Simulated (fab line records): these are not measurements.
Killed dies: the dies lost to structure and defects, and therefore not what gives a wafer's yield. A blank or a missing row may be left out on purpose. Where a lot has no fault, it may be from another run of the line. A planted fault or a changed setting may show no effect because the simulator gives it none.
The tool behind it: which one?	flow gf180mcu	Sampling: 11 lots, 33 wafers, 7 of 602 route steps

WHAT THE GAUGES READ, wafer by wafer
GF_NSD_OVL_MEAS_08. Usual: for NSD_OVL the level is 0.0 nm and the standard deviation is 1.6.
lot	measured	on	NSD_OVL (nm)	flag
L346	day 13 21:43	overlay-02	-3.7 -2.6 -2.2	
L344	day 14 00:22	overlay-01	1.6 -1.9 0.5	
L348	day 14 04:28	overlay-01	0.6 -0.6 2.1	
L352	day 15 00:54	overlay-01	1.3 1.5 0.0	
L357	day 16 21:09	overlay-02	1.8 -0.8 0.6	
L358	day 17 00:55	overlay-02	0.2 0.4 0.2	
L361	day 18 08:55	overlay-02	-1.9 -2.2 -1.2	
L363	day 19 04:43	overlay-02	-1.8 0.0 -0.3	
L364	day 19 19:54	overlay-01	-0.7 1.8 0.5	
L365	day 20 01:52	overlay-01	0.5 1.6 0.6	
L366	day 20 11:34	overlay-02	1.7 0.2 1.1	

GF_NSD_TW_MEAS_12. Usual: for NSD_TW the level is 4245 and the standard deviation is 25.
lot	measured	on	NSD_TW	flag
L346	day 13 22:09	film_metro-04	4254 4247 4247	
L344	day 14 00:48	film_metro-04	4240 4225 4222	
L348	day 14 04:54	film_metro-04	4219 4218 4242	
L352	day 15 01:20	film_metro-04	4215 4192 4225	
L357	day 16 21:35	film_metro-01	4242 4243 4267	
L358	day 17 01:22	film_metro-04	4200 4194 4209	
L361	day 18 09:22	film_metro-01	4236 4261 4246	
L363	day 19 05:08	film_metro-04	4230 4213 4223	
L364	day 19 20:20	film_metro-03	4250 4258 4266	
L365	day 20 02:18	film_metro-01	4270 4273 4294	
L366	day 20 12:01	film_metro-03	4254 4258 4261	

GF_PSD_TW_MEAS_11. Usual: for PSD_TW the level is 3177 and the standard deviation is 18.
lot	measured	on	PSD_TW	flag
L346	day 14 19:31	film_metro-04	3155 3153 3160	
L344	day 14 21:44	film_metro-03	3166 3183 3177	
L348	day 15 01:29	film_metro-01	3168 3176 3175	
L352	day 15 23:32	film_metro-01	3174 3180 3193	
L357	day 17 21:53	film_metro-04	2951 2973 2953	OFF
L358	day 18 02:58	film_metro-04	2945 2928 2946	OFF
L361	day 19 10:40	film_metro-01	3195 3199 3193	
L363	day 20 06:11	film_metro-04	3164 3177 3183	
L364	day 20 19:05	film_metro-04	3178 3175 3181	
L365	day 21 01:03	film_metro-04	3148 3149 3159	
L366	day 21 10:51	film_metro-04	3153 3141 3155	

GF_PSD_RS_MEAS_15: the measuring method here is four-point-probe. Usual: for PSD_RS the level is 108.66 ohm/sq and the standard deviation is 0.29.
lot	measured	on	PSD_RS (ohm/sq)	flag
L346	day 14 19:51	film_metro-04	108.86 108.61 108.86	
L344	day 14 22:04	film_metro-03	109.16 109.19 109.39	
L348	day 15 01:48	film_metro-03	108.54 108.56 108.32	
L352	day 15 23:51	film_metro-03	108.42 108.30 108.55	
L357	day 17 22:13	film_metro-03	123.61 123.98 123.78	OFF
L358	day 18 03:18	film_metro-03	123.92 123.81 124.12	OFF
L361	day 19 10:59	film_metro-03	108.52 108.90 108.67	
L363	day 20 06:30	film_metro-04	108.08 108.62 108.38	
L364	day 20 19:25	film_metro-03	108.55 108.65 108.42	
L365	day 21 01:22	film_metro-03	109.20 108.81 108.62	
L366	day 21 11:11	film_metro-01	108.81 108.86 108.56	

EACH LOT AND THE TOOL THAT RAN IT (in order: tool; ch and the chambers of the sampled wafers; start)
lot	GF_HV_LDD_STRIP_49	GF_PSD_IMPLANT_09	GF_PSD_STRIP_10
L346	plasma_asher-04 ch 0,1, day 12 22:32	implanter-02 ch 0, day 14 19:16	plasma_asher-03 ch 0,1, day 14 19:24
L344	plasma_asher-04 ch 0, day 13 00:32	implanter-02 ch 0, day 14 21:29	plasma_asher-01 ch 0,1, day 14 21:38
L348	plasma_asher-02 ch 0,1, day 13 03:08	implanter-01 ch 0, day 15 01:14	plasma_asher-03 ch 1, day 15 01:23
L352	plasma_asher-04 ch 0,1, day 14 01:50	implanter-02 ch 0, day 15 23:17	plasma_asher-01 ch 0,1, day 15 23:26
L357	plasma_asher-04 ch 1, day 15 18:26	implanter-02 ch 0, day 17 21:38	plasma_asher-03 ch 1, day 17 21:47
L358	plasma_asher-01 ch 0,1, day 15 22:16	implanter-02 ch 0, day 18 02:44	plasma_asher-01 ch 0,1, day 18 02:53
L361	plasma_asher-04 ch 0,1, day 17 05:43	implanter-01 ch 0, day 19 10:26	plasma_asher-01 ch 0,1, day 19 10:34
L363	plasma_asher-02 ch 1, day 18 00:55	implanter-01 ch 0, day 20 05:56	plasma_asher-02 ch 0,1, day 20 06:05
L364	plasma_asher-01 ch 0,1, day 18 14:38	implanter-04 ch 0, day 20 18:50	plasma_asher-02 ch 0,1, day 20 18:59
L365	plasma_asher-01 ch 0,1, day 18 21:41	implanter-01 ch 0, day 21 00:49	plasma_asher-03 ch 0,1, day 21 00:56
L366	plasma_asher-01 ch 0,1, day 19 08:16	implanter-01 ch 0, day 21 10:38	plasma_asher-02 ch 0,1, day 21 10:46
- GF_HV_LDD_STRIP_49: strips in O2/N2.
- GF_PSD_IMPLANT_09
- GF_PSD_STRIP_10: strips in O2/N2.

AS READ BY THE TOOLS THEMSELVES (means over the sampled wafers that have a number; for cases with no such wafer, the mark the record gives instead)
GF_HV_LDD_STRIP_49. Usual: chamber_pressure_mTorr 1499.9 mTorr, standard deviation 1.3; drypump_motor_current_A 5.6 A, standard deviation 0.48; heater_power_w 326 W, standard deviation 32; oes_product_au 0.716 a.u., standard deviation 0.0044; platen_temp_c 249.99 C, standard deviation 0.19; strip_time_to_endpoint_s 12.65 s, standard deviation 0.035.
lot	tool	chamber_pressure_mTorr (mTorr)	drypump_motor_current_A (A)	heater_power_w (W)	oes_product_au (a.u.)	platen_temp_c (C)	strip_time_to_endpoint_s (s)	flag
L346	plasma_asher-04	1500.0	5.9	335	0.713	250.14	12.65	
L344	plasma_asher-04	1499.8	6.0	325	0.721	249.66	12.67	
L348	plasma_asher-02	1499.7	6.2	383	0.717	250.00	12.66	
L352	plasma_asher-04	1499.9	6.0	332	0.714	249.92	12.70	
L357	plasma_asher-04	1500.7	5.9	331	0.718	250.00	12.65	
L358	plasma_asher-01	1500.6	5.1	308	0.716	250.12	12.61	
L361	plasma_asher-04	1501.8	6.0	329	0.714	249.80	12.68	
L363	plasma_asher-02	1498.3	6.0	325	0.712	249.78	12.64	
L364	plasma_asher-01	1499.0	5.1	306	0.715	249.91	12.62	
L365	plasma_asher-01	1499.0	5.1	295	0.716	249.93	12.64	
L366	plasma_asher-01	1499.2	5.0	297	0.717	249.84	12.65	

GF_PSD_IMPLANT_09. Usual: beam_energy_keV reads 40.000 (standard deviation 0.012).
lot	tool	beam_energy_keV	flag
L346	implanter-02	40.006	
L344	implanter-02	39.999	
L348	implanter-01	40.005	
L352	implanter-02	40.011	
L357	implanter-02	30.137	OFF
L358	implanter-02	30.157	OFF
L361	implanter-01	40.008	
L363	implanter-01	40.000	
L364	implanter-04	39.991	
L365	implanter-01	40.012	
L366	implanter-01	39.980	

GF_PSD_STRIP_10. Usual: chamber_pressure_mTorr 1499.8 mTorr, standard deviation 1.3; drypump_motor_current_A 5.8 A, standard deviation 0.49; heater_power_w 341 W, standard deviation 40; oes_product_au 0.592 a.u., standard deviation 0.0042; platen_temp_c 249.98 C, standard deviation 0.16; strip_time_to_endpoint_s 16.54 s, standard deviation 0.03.
lot	tool	chamber_pressure_mTorr (mTorr)	drypump_motor_current_A (A)	heater_power_w (W)	oes_product_au (a.u.)	platen_temp_c (C)	strip_time_to_endpoint_s (s)	flag
L346	plasma_asher-03	1499.8	6.0	346	0.596	249.93	16.51	
L344	plasma_asher-01	1500.3	5.1	297	0.591	250.18	16.51	
L348	plasma_asher-03	1501.0	6.0	349	0.590	250.04	16.55	
L352	plasma_asher-01	1499.9	5.1	312	0.593	250.20	16.55	
L357	plasma_asher-03	1499.5	6.0	350	0.615	249.86	15.58	OFF
L358	plasma_asher-01	1500.8	5.0	295	0.617	249.91	15.59	OFF
L361	plasma_asher-01	1500.3	5.1	299	0.594	250.03	16.53	
L363	plasma_asher-02	1499.7	6.1	355	0.594	249.96	16.61	
L364	plasma_asher-02	1499.7	6.1	389	0.592	250.09	16.52	
L365	plasma_asher-03	1500.6	6.1	350	0.593	249.92	16.55	
L366	plasma_asher-02	1499.7	6.1	355	0.589	249.96	16.55	

THE ANSWER, worked out from the rows above alone
Rule: lot off if the mean of its wafers having a number is beyond 3 standard deviations from the usual mean. A lot without any number at a reading at which 4 lots or more have one is off too. All remaining lots with rows at the step are treated as sound. First the gauges in route order, then the tools' own readings, where a lot's mean is used as printed above. The first step at which some lot is off is used, and at that step the reading that is off furthest; a lot without a number counts as furthest.
Off: at GF_PSD_TW_MEAS_11 (PSD_TW), L357, L358.
A tool fits if, at a process step before that reading, it ran every lot that is off, and no sound lot after the first of them. Not tried: the gauges at GF_PSD_TW_MEAS_11; whatever is off there is also off at GF_PSD_RS_MEAS_15, on other tools, and gauge error can't account for it. One candidate fits, namely implanter-02 at GF_PSD_IMPLANT_09. A fault onset in the window from L352 (day 15 23:17, its last sound lot) to L357 (day 17 21:38, its first lot off) fits.
The tool's own readings at GF_PSD_IMPLANT_09 bear it out: on the lots that are off they differ by more than 5 times the standard deviation of the sound lots' means. beam_energy_keV reads 30.147 there against 40.001 on the sound lots.

WHAT THE SIMULATOR PUT IN
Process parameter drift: implanter-02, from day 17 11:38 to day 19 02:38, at GF_PSD_IMPLANT_09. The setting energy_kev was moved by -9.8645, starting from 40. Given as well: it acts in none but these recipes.
Lots struck among those shown: L357, L358. The rule given above showed the same thing.
